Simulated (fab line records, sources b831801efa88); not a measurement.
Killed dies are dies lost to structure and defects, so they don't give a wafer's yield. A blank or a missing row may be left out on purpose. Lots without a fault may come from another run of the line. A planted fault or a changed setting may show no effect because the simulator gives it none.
Which tool did it? | flow gf180mcu | 24 lots, 72 wafers sampled, at 6 steps of a route of 602

WHAT THE GAUGES READ, wafer by wafer
GF_SAB_CD_MEAS_09: target cd 420 nm. Usual: cd_nm 420.2 nm, standard deviation 2.4.
lot  | measured     | on        | cd_nm (nm)        | flag
L074 | day 15 02:32 | cd_sem-02 | 422.0 420.1 420.7 |
L075 | day 15 07:22 | cd_sem-02 | 419.7 419.5 420.9 |
L076 | day 15 18:18 | cd_sem-02 | 423.6 425.3 426.3 |
L077 | day 15 22:50 | cd_sem-01 | 422.0 422.6 422.0 |
L078 | day 16 10:40 | cd_sem-01 | 420.5 420.5 422.6 |
L079 | day 17 02:07 | cd_sem-01 | 416.3 418.8 417.2 |
L080 | day 17 08:56 | cd_sem-01 | 421.6 418.4 418.5 |
L081 | day 17 18:35 | cd_sem-01 | 419.1 417.5 421.1 |
L082 | day 18 03:44 | cd_sem-02 | 421.7 425.1 419.9 |
L083 | day 18 08:13 | cd_sem-02 | 419.6 421.1 419.7 |
L084 | day 19 02:05 | cd_sem-01 | 418.2 420.8 417.4 |
L085 | day 19 06:52 | cd_sem-01 | 419.2 416.2 417.5 |
L086 | day 19 11:34 | cd_sem-01 | 421.5 424.1 422.7 |
L087 | day 19 18:46 | cd_sem-01 | 418.3 418.3 418.8 |
L088 | day 20 03:21 | cd_sem-02 | 419.8 421.6 420.2 |
L089 | day 20 13:05 | cd_sem-02 | 421.0 420.7 419.3 |
L090 | day 20 19:04 | cd_sem-02 | 421.3 422.4 424.2 |
L091 | day 21 02:06 | cd_sem-02 | 418.3 421.1 420.4 |
L092 | day 21 12:25 | cd_sem-01 | 421.5 420.5 419.4 |
L093 | day 22 00:27 | cd_sem-02 | 419.6 420.4 421.7 |
L094 | day 22 08:26 | cd_sem-01 | 418.6 415.9 417.3 |
L095 | day 22 15:29 | cd_sem-02 | 420.2 420.5 419.5 |
L096 | day 23 01:41 | cd_sem-01 | 421.6 418.9 420.4 |
L097 | day 23 03:28 | cd_sem-01 | 420.7 417.1 418.3 |

GF_V1_BOW_MEAS_05. Usual: V1_BOW 83 um, standard deviation 7.5.
lot  | measured     | on            | V1_BOW (um) | flag
L074 | day 17 03:17 | film_metro-03 | 88 78 86    |
L075 | day 17 09:55 | film_metro-01 | 77 68 80    |
L076 | day 17 20:25 | film_metro-01 | 81 81 86    |
L077 | day 18 01:25 | film_metro-02 | 88 83 90    |
L078 | day 18 14:19 | film_metro-02 | 89 76 86    |
L079 | day 19 05:34 | film_metro-03 | 80 79 70    |
L080 | day 19 13:46 | film_metro-01 | 82 81 73    |
L081 | day 19 22:41 | film_metro-02 | 79 75 92    |
L082 | day 20 08:16 | film_metro-01 | 73 75 79    |
L083 | day 20 12:49 | film_metro-03 | 82 84 89    |
L084 | day 21 07:43 | film_metro-01 | 84 78 80    |
L085 | day 21 12:26 | film_metro-03 | 75 82 91    |
L086 | day 21 15:37 | film_metro-02 | 72 86 84    |
L087 | day 21 23:06 | film_metro-01 | 75 82 75    |
L088 | day 22 07:08 | film_metro-01 | 72 88 80    |
L089 | day 22 16:50 | film_metro-01 | 94 91 89    |
L090 | day 22 22:39 | film_metro-03 | 73 60 87    |
L091 | day 23 04:33 | film_metro-01 | 95 98 84    |
L092 | day 23 15:25 | film_metro-03 | 90 90 94    |
L093 | day 24 02:48 | film_metro-01 | 104 93 82   |
L094 | day 24 10:38 | film_metro-02 | 95 84 85    |
L095 | day 24 17:29 | film_metro-03 | 75 82 78    |
L096 | day 25 03:23 | film_metro-01 | 83 96 90    |
L097 | day 25 04:01 | film_metro-01 | 84 75 89    |

GF_M2_CD_MEAS_14: target cd 280 nm. Usual: cd_nm 279.6 nm, standard deviation 1.3.
lot  | measured     | on        | cd_nm (nm)        | flag
L074 | day 19 03:31 | cd_sem-02 | 280.4 278.9 279.9 |
L075 | day 19 10:58 | cd_sem-01 | 279.5 278.8 278.2 |
L076 | day 19 20:53 | cd_sem-01 | 278.5 278.6 278.6 |
L077 | day 20 03:04 | cd_sem-02 | 281.6 280.8 281.5 |
L078 | day 20 16:03 | cd_sem-02 | 279.7 279.4 279.2 |
L079 | day 21 07:55 | cd_sem-01 | 278.0 278.7 278.7 |
L080 | day 21 15:31 | cd_sem-02 | 279.6 279.1 278.8 |
L081 | day 22 00:29 | cd_sem-01 | 280.5 280.5 279.5 |
L082 | day 22 09:48 | cd_sem-01 | 278.7 277.4 278.8 |
L083 | day 22 14:26 | cd_sem-02 | 278.2 278.4 279.0 |
L084 | day 23 08:38 | cd_sem-02 | 281.5 280.1 280.9 |
L085 | day 23 12:25 | cd_sem-01 | 279.2 280.7 279.0 |
L086 | day 23 15:34 | cd_sem-01 | 280.9 280.3 281.3 |
L087 | day 23 22:55 | cd_sem-01 | 279.8 278.6 276.8 |
L088 | day 24 07:03 | cd_sem-02 | 278.3 278.6 277.8 |
L089 | day 24 15:37 | cd_sem-02 | 280.9 281.4 281.1 |
L090 | day 24 20:07 | cd_sem-02 | 281.6 282.7 282.4 |
L091 | day 25 01:32 | cd_sem-02 | 278.2 278.3 277.5 |
L092 | day 25 12:16 | cd_sem-01 | 277.9 277.7 278.4 |
L093 | day 25 23:24 | cd_sem-01 | 280.1 279.6 280.3 |
L094 | day 26 06:58 | cd_sem-01 | 282.3 281.7 281.4 |
L095 | day 26 13:55 | cd_sem-02 | 278.5 278.9 279.6 |
L096 | day 26 23:22 | cd_sem-01 | 279.9 278.3 279.4 |
L097 | day 27 00:15 | cd_sem-01 | 279.3 280.5 280.0 |

GF_V3_THK_MEAS_25: measures by xrf. Usual: V3_W_THK 356 nm, standard deviation 5.8.
lot  | measured     | on            | V3_W_THK (nm) | flag
L074 | day 22 09:05 | film_metro-02 | 349 351 352   |
L075 | day 22 15:59 | film_metro-03 | 348 347 348   |
L076 | day 23 01:18 | film_metro-03 | 359 351 357   |
L077 | day 23 06:47 | film_metro-02 | 356 351 358   |
L078 | day 23 20:24 | film_metro-01 | 360 359 359   |
L079 | day 24 10:34 | film_metro-02 | 351 349 351   |
L080 | day 24 18:02 | film_metro-01 | 351 353 352   |
L081 | day 25 02:26 | film_metro-02 | 355 355 350   |
L082 | day 25 11:19 | film_metro-03 | 348 349 352   |
L083 | day 25 13:19 | film_metro-03 | 342 340 344   |
L084 | day 26 08:14 | film_metro-03 | 356 354 350   |
L085 | day 26 10:40 | film_metro-01 | 360 369 362   |
L086 | day 26 14:08 | film_metro-01 | 357 351 352   |
L087 | day 26 19:35 | film_metro-01 | 364 358 365   |
L088 | day 27 03:28 | film_metro-01 | 366 369 361   |
L089 | day 27 13:10 | film_metro-01 | 348 351 346   |
L090 | day 27 15:45 | film_metro-01 | 360 361 359   |
L091 | day 27 21:38 | film_metro-01 | 358 359 356   |
L092 | day 28 08:02 | film_metro-01 | 356 358 353   |
L093 | day 28 16:56 | film_metro-01 | 359 362 363   |
L094 | day 28 23:26 | film_metro-01 | 361 364 355   |
L095 | day 29 08:11 | film_metro-01 | 352 354 352   |
L096 | day 29 14:47 | film_metro-01 | 355 357 356   |
L097 | day 29 15:19 | film_metro-02 | 358 367 356   |

GF_V4_THK_MEAS_25: measures by xrf. Usual: V4_W_THK 348 nm, standard deviation 6.1.
lot  | measured     | on            | V4_W_THK (nm) | flag
L074 | day 24 09:43 | film_metro-02 | 348 346 348   |
L075 | day 24 15:47 | film_metro-04 | 343 340 342   |
L076 | day 25 00:50 | film_metro-03 | 348 347 357   |
L077 | day 25 05:46 | film_metro-03 | 357 357 355   |
L078 | day 25 19:04 | film_metro-03 | 350 350 345   |
L079 | day 26 08:53 | film_metro-03 | 346 343 348   |
L080 | day 26 16:12 | film_metro-04 | 345 354 343   |
L081 | day 26 22:58 | film_metro-02 | 342 347 352   |
L082 | day 27 07:38 | film_metro-02 | 355 352 351   |
L083 | day 27 10:44 | film_metro-03 | 347 348 340   |
L084 | day 28 03:51 | film_metro-02 | 354 361 361   |
L085 | day 28 06:24 | film_metro-02 | 344 342 344   |
L086 | day 28 10:13 | film_metro-03 | 347 342 343   |
L087 | day 28 15:13 | film_metro-04 | 347 355 345   |
L088 | day 28 22:22 | film_metro-04 | 349 347 348   |
L089 | day 29 08:03 | film_metro-03 | 353 357 357   |
L090 | day 29 09:59 | film_metro-03 | 346 349 354   |
L091 | day 29 15:02 | film_metro-03 | 343 344 341   |
L092 | day 30 00:49 | film_metro-03 | 339 338 339   |
L093 | day 30 09:38 | film_metro-03 | 339 341 336   |
L094 | day 30 15:19 | film_metro-03 | 348 342 355   |
L095 | day 31 00:26 | film_metro-04 | 346 350 352   |
L096 | day 31 06:14 | film_metro-04 | 345 340 347   |
L097 | day 31 06:20 | film_metro-02 | 356 355 360   |

WHICH TOOL RAN EACH LOT (tool, then ch and the chambers of the sampled wafers, then the start)
lot  | GF_V3_CMP_26
L074 | cmp-01 ch 1,2,3, day 22 09:14
L075 | cmp-01 ch 0,1,3, day 22 16:05
L076 | cmp-02 ch 0,1, day 23 01:22
L077 | cmp-02 ch 0,1,3, day 23 06:59
L078 | cmp-02 ch 1,3, day 23 20:28
L079 | cmp-02 ch 0,1,2, day 24 10:37
L080 | cmp-01 ch 0,2,3, day 24 18:05
L081 | cmp-01 ch 0,1,3, day 25 02:29
L082 | cmp-02 ch 0,2,3, day 25 11:22
L083 | cmp-01 ch 0,2,3, day 25 13:23
L084 | cmp-02 ch 0,2,3, day 26 08:17
L085 | cmp-01 ch 0,1,3, day 26 10:43
L086 | cmp-02 ch 0,1,2, day 26 14:17
L087 | cmp-01 ch 0,1,3, day 26 20:00
L088 | cmp-01 ch 0,1,2, day 27 03:32
L089 | cmp-01 ch 0,1,3, day 27 13:22
L090 | cmp-02 ch 0,2,3, day 27 15:55
L091 | cmp-01 ch 1,2,3, day 27 21:42
L092 | cmp-01 ch 1,2,3, day 28 08:05
L093 | cmp-01 ch 2,3, day 28 16:59
L094 | cmp-01 ch 1,2,3, day 28 23:35
L095 | cmp-02 ch 2,3, day 29 08:13
L096 | cmp-01 ch 1,2,3, day 29 14:50
L097 | cmp-02 ch 0,2,3, day 29 15:26
- GF_V3_CMP_26: polishes, stops on SiO2, t overpolish 15 s, target thk 0 nm.

WHAT THE TOOLS THEMSELVES READ (means of the sampled wafers that have a number; where no wafer has one, the mark that the record gives instead)
GF_V3_CMP_26. Usual: motor_current_A 10.9 A, standard deviation 0.79; overpolish_run_s 15.001 s, standard deviation 0.0087; time_to_endpoint_s 84 s, standard deviation 3.2.
lot  | tool   | motor_current_A (A) | overpolish_run_s (s) | time_to_endpoint_s (s) | flag
L074 | cmp-01 | 11.1                | 15.009               | 78                     |
L075 | cmp-01 | 11.0                | 15.002               | 79                     |
L076 | cmp-02 | 10.8                | 15.005               | 85                     |
L077 | cmp-02 | 10.7                | 14.998               | 81                     |
L078 | cmp-02 | 10.9                | 14.993               | 85                     |
L079 | cmp-02 | 10.8                | 14.999               | 87                     |
L080 | cmp-01 | 10.8                | 15.006               | 86                     |
L081 | cmp-01 | 11.3                | 15.005               | 82                     |
L082 | cmp-02 | 10.7                | 14.996               | 85                     |
L083 | cmp-01 | 10.7                | 15.007               | 83                     |
L084 | cmp-02 | 10.3                | 14.997               | 88                     |
L085 | cmp-01 | 11.7                | 15.002               | 87                     |
L086 | cmp-02 | 10.9                | 15.012               | 86                     |
L087 | cmp-01 | 11.2                | 14.998               | 83                     |
L088 | cmp-01 | 11.1                | 15.002               | 85                     |
L089 | cmp-01 | 11.6                | 15.002               | 81                     |
L090 | cmp-02 | 10.5                | 14.997               | 89                     |
L091 | cmp-01 | 11.1                | 14.999               | 82                     |
L092 | cmp-01 | 11.2                | 15.006               | 85                     |
L093 | cmp-01 | 10.4                | 14.996               | 84                     |
L094 | cmp-01 | 11.6                | 15.003               | 84                     |
L095 | cmp-02 | 11.2                | 14.995               | 85                     |
L096 | cmp-01 | 11.1                | 14.998               | 84                     |
L097 | cmp-02 | 10.3                | 15.014               | 82                     |

THE ANSWER, worked out from the rows above alone
Rule: a lot is off if the mean of its wafers that have a number lies more than 3 standard deviations from the usual mean. A lot without any number at a reading at which 4 lots or more have one is off too. The other lots that the step has rows for count as sound. The gauges are gone through in route order, then the tools' own readings, and for those a lot's mean is taken as printed above. The first step at which some lot is off is used, and at that step the reading that is off furthest; a lot without a number counts as furthest.
No lot is off at any reading shown: from this, nothing can be told.

WHAT THE SIMULATOR HAD PUT IN
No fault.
